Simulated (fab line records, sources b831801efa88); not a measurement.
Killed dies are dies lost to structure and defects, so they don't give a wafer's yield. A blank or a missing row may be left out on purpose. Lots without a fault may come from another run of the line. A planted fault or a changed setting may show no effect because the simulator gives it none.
Chamber matching | flow sky130 | SKY_FIELD_ISO_CMP_27 on cmp-01: 4 sister chambers
The step polishes, stops on Si3N4, t overpolish 16 s, target thk 457.8 nm. 8 wafers are shown with their chamber, then 8 later ones without.

WAFERS WITH THEIR CHAMBER
wafer  | chamber | motor_current_A (A) | time_to_endpoint_s (s)
L563.2 | 2       | 13.3                | 107
L564.1 | 1       | 11.9                | 115
L564.2 | 3       | 12.2                | 113
L564.4 | 0       | 14.1                | 110
L567.1 | 1       | 13.1                | 108
L567.3 | 3       | 12.5                | 108
L567.4 | 2       | 12.9                | 106
L576.2 | 0       | 14.5                | 113

WAFERS WITHOUT THEIR CHAMBER
wafer  | motor_current_A (A) | time_to_endpoint_s (s)
L576.3 | 12.4                | 110
L576.4 | 12.5                | 111
L580.2 | 13.1                | 108
L580.3 | 13.9                | 104
L580.6 | 13.2                | 106
L582.4 | 11.9                | 111
L582.5 | 13.6                | 110
L582.6 | 12.5                | 113

WHICH CHAMBER EACH WENT THROUGH
wafer  | from the rows above               | in truth
L576.3 | can't be placed: 3 or 1 or 2      | 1
L576.4 | can't be placed: 1 or 3 or 2      | 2
L580.2 | can't be placed: 2 or 1 or 3      | 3
L580.3 | can't be placed: 2 or 0 or 1 or 3 | 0
L580.6 | can't be placed: 2 or 1 or 3      | 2
L582.4 | can't be placed: 3 or 1 or 2      | 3
L582.5 | can't be placed: 2 or 0 or 1 or 3 | 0
L582.6 | can't be placed: 1 or 3 or 2      | 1
Placed correctly: 0 of 8. Can't be placed from these rows: 8 (the true chamber is among the candidates in 8). Placed wrongly: 0.
How it was worked out, from the rows above alone: a wafer's distance from a chamber is the root of the sum, over the readings, of the square of ((its reading less the chamber's mean) divided by the reading's scatter). The wafer belongs to the nearest chamber; if the next one is less than 2 further off, it can't be placed. A chamber's mean is the mean of its shown wafers. The scatter: the root of (the sum of the squares of (reading less its chamber's mean) over the shown wafers, divided by (wafers less chambers)).
